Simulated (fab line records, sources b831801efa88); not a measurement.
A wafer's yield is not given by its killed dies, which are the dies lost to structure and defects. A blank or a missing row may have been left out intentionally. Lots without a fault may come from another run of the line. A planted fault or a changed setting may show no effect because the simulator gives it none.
What tool caused it? :: flow sky130 :: 6 lots with 18 wafers sampled at 4 steps, on a route of 708 steps

== WHAT EACH GAUGE READ, for each wafer ==
SKY_LDD_P_TW_MEAS_11.
lot: L828
measured: day 20 00:27
on: filmMetro-04
LDD_P_TW: 633 636 638

lot: L832
measured: day 21 06:46
on: filmMetro-04
LDD_P_TW: 629 631 630

lot: L837
measured: day 22 23:07
on: filmMetro-04
LDD_P_TW: 30 30 30

lot: L844
measured: day 25 20:55
on: filmMetro-02
LDD_P_TW: 631 631 631

lot: L845
measured: day 26 07:32
on: filmMetro-02
LDD_P_TW: 631 633 631

lot: L848
measured: day 26 12:06
on: filmMetro-02
LDD_P_TW: 631 631 630

== EACH LOT AND THE TOOL THAT RAN IT (in order: tool; ch and the chambers of the sampled wafers; start) ==
lot: L828
SKY_POLY_GATE_ETCH_17: rieSi-02 ch 1,2, day 17 07:13
SKY_LDD_N_STRIP_16: plasmaAsher-01 ch 0,1, day 18 16:17
SKY_LDD_P_STRIP_10: plasmaAsher-01 ch 0,1, day 20 00:20

lot: L832
SKY_POLY_GATE_ETCH_17: rieSi-02 ch 0,1,2, day 18 09:37
SKY_LDD_N_STRIP_16: plasmaAsher-01 ch 0,1, day 19 23:13
SKY_LDD_P_STRIP_10: plasmaAsher-01 ch 0,1, day 21 06:40

lot: L837
SKY_POLY_GATE_ETCH_17: rieSi-01 ch 1,2,3, day 20 05:51
SKY_LDD_N_STRIP_16: plasmaAsher-04 ch 0,1, day 21 16:31
SKY_LDD_P_STRIP_10: plasmaAsher-02 ch 0,1, day 22 23:01

lot: L844
SKY_POLY_GATE_ETCH_17: rieSi-02 ch 0,1,2, day 23 04:46
SKY_LDD_N_STRIP_16: plasmaAsher-04 ch 0,1, day 24 14:47
SKY_LDD_P_STRIP_10: plasmaAsher-01 ch 0,1, day 25 20:49

lot: L845
SKY_POLY_GATE_ETCH_17: rieSi-02 ch 0,1,2, day 23 18:10
SKY_LDD_N_STRIP_16: plasmaAsher-01 ch 0,1, day 25 02:38
SKY_LDD_P_STRIP_10: plasmaAsher-02 ch 0,1, day 26 07:28

lot: L848
SKY_POLY_GATE_ETCH_17: rieSi-02 ch 2,3, day 23 21:43
SKY_LDD_N_STRIP_16: plasmaAsher-04 ch 0,1, day 25 06:30
SKY_LDD_P_STRIP_10: plasmaAsher-01 ch 0,1, day 26 12:00
- SKY_POLY_GATE_ETCH_17: etches poly-Si in HBr/Cl2, stops on SiO2, target depth 180 nm, time 70.5 s.
- SKY_LDD_N_STRIP_16: strips in O2/N2.
- SKY_LDD_P_STRIP_10: strips in O2/N2.

== THE ANSWER, worked out from the rows above alone ==
Rule: the lots themselves supply what counts as usual. Put in order of their means at a reading, lots are off if they are a third of the lots or fewer, leave a main group of 4 or more, and stand apart from it by a gap of 3 or more times the standard deviation of the main group's means; of several such gaps the widest counts. A main group is skipped when, at the precision printed for the reading in the tables above, its means are all equal. Also off: a lot with no number at a reading for which 4 or more lots have one. All remaining lots with rows at the step are treated as sound.
Off: at SKY_LDD_P_TW_MEAS_11 (LDD_P_TW), L837. Main group: mean 632, sd 2.
If a tool, at a process step before that reading, ran all the lots that are off and no sound lot after the first of them, it fits. The gauges at SKY_LDD_P_TW_MEAS_11 are tried like those tools. Can't be told from this: 2 tools fit, rieSi-01 at SKY_POLY_GATE_ETCH_17, filmMetro-04 at SKY_LDD_P_TW_MEAS_11.

== WHAT THE SIMULATOR HAD PUT IN ==
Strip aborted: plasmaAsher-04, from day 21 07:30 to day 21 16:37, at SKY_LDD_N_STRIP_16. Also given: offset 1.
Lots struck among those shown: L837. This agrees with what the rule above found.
